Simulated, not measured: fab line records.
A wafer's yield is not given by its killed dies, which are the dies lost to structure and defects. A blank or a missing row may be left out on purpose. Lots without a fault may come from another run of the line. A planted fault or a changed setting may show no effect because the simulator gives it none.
One fault through the eyes of 2 desks | flow sky130 | each desk holds nothing but its own numbers, with what lay behind them at the end

== FOR THE TOOL OWNER'S DESK: lpcvd-03 ==
The tool's own readings at SKY_SONOS_ONO_CVD_04 (deposits SiO2 from SiH4/N2O, target thk 5.7199 nm): means of the sampled wafers that have a number, for each lot that ran on this tool. A lot is out of limits, marked OUT, if its mean lies more than 4 standard deviations from the usual mean; the brackets give that distance.
Columns: A = pressure_mtorr at SKY_SONOS_ONO_CVD_04, usual 400.2 mTorr; B = zone_power_top_pct at SKY_SONOS_ONO_CVD_04, usual 34.2 %
lot  | first seen here | A     | B
L696 | day 11 18:17    | 400.4 | 34.4
L697 | day 12 00:38    | 400.5 | 34.6
L698 | day 12 04:53    | 400.0 | 33.8
L701 | day 13 03:46    | 399.6 | 33.9
L702 | day 13 09:10    | 399.8 | 34.2
L704 | day 14 05:46    | 399.4 | 34.0
L706 | day 14 19:34    | 399.8 | 34.0
L708 | day 15 11:36    | 400.7 | 34.0
L709 | day 16 00:25    | 400.3 | 33.9
L712 | day 16 16:49    | 401.1 | 34.1
L717 | day 18 10:04    | 400.5 | 34.3
L718 | day 18 21:40    | 401.2 | 34.1
L719 | day 19 02:37    | 400.1 | 34.6
This desk's verdict: no lot among the 13 shows anything out of limits.

== FROM THE METROLOGY DESK ==
What the gauges read, lot by lot, whatever tool the lot ran on: means of the sampled wafers that have a number. A lot is out of limits, marked OUT, if its mean lies more than 4 standard deviations from the usual mean; the brackets give that distance.
Columns: A = INCOMING_BOW at SKY_FIELD_ISO_BOW_MEAS_00, usual 0 um; B = FIELD_ISO_OXIDATION_00_THK at SKY_FIELD_ISO_THK_MEAS_02, usual 12.06 nm; C = VT_ADJUST_PCH_OVL at SKY_VT_ADJUST_PCH_OVL_MEAS_07, usual -0.5 nm; D = SONOS_ONO_CVD_04_THK at SKY_SONOS_ONO_THK_MEAS_05, usual 5.77 nm
lot  | first seen here | A  | B     | C    | D
L696 | day 1 10:01     | 0  | 12.20 | -1.0 | 5.61
L697 | day 1 15:00     | -3 | 12.35 | -0.6 | 5.80
L698 | day 1 20:01     | -4 | 12.17 | 1.4  | 5.81
L701 | day 2 11:04     | -4 | 12.12 | -1.3 | 5.81
L702 | day 2 16:00     | 4  | 12.07 | -2.0 | 5.67
L704 | day 3 02:00     | 3  | 12.30 | -0.9 | 5.67
L706 | day 3 12:01     | -1 | 11.77 | -0.3 | 5.97
L708 | day 3 22:01     | 2  | 11.74 | -2.2 | 5.83
L709 | day 4 03:01     | -4 | 11.99 | 0.6  | 5.80
L712 | day 4 18:00     | 8  | 11.93 | -0.9 | 5.66
L717 | day 5 19:00     | -6 | 12.31 | -0.9 | 6.78 (+9.2) OUT
L718 | day 6 00:01     | -3 | 12.06 | -0.2 | 6.82 (+9.5) OUT
L719 | day 6 05:01     | -4 | 12.07 | -2.1 | 6.78 (+9.2) OUT
This desk reports L717, L718, L719 out of limits; the earliest was L717 at day 18 11:19 (SONOS_ONO_CVD_04_THK at SKY_SONOS_ONO_THK_MEAS_05). L696, L697, L698, L701, L702, L704, L706, L708, L709, L712: within limits.

== BROUGHT TOGETHER ==
At day 18 11:19 the metrology desk could have sounded an alarm, on L717, L718, L719.
The tool owner's desk saw nothing out of limits.
The tool owner's desk has L717, L718, L719 on record, within its limits.
All the named lots went through SKY_SONOS_ONO_CVD_04 on lpcvd-03.

== WHAT WAS PUT IN BY THE SIMULATOR ==
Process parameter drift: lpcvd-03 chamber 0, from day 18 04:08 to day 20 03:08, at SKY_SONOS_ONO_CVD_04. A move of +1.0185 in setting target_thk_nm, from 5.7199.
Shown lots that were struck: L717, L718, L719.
Hours from the fault's start to each desk's first reading out of limits: the metrology desk, 7.
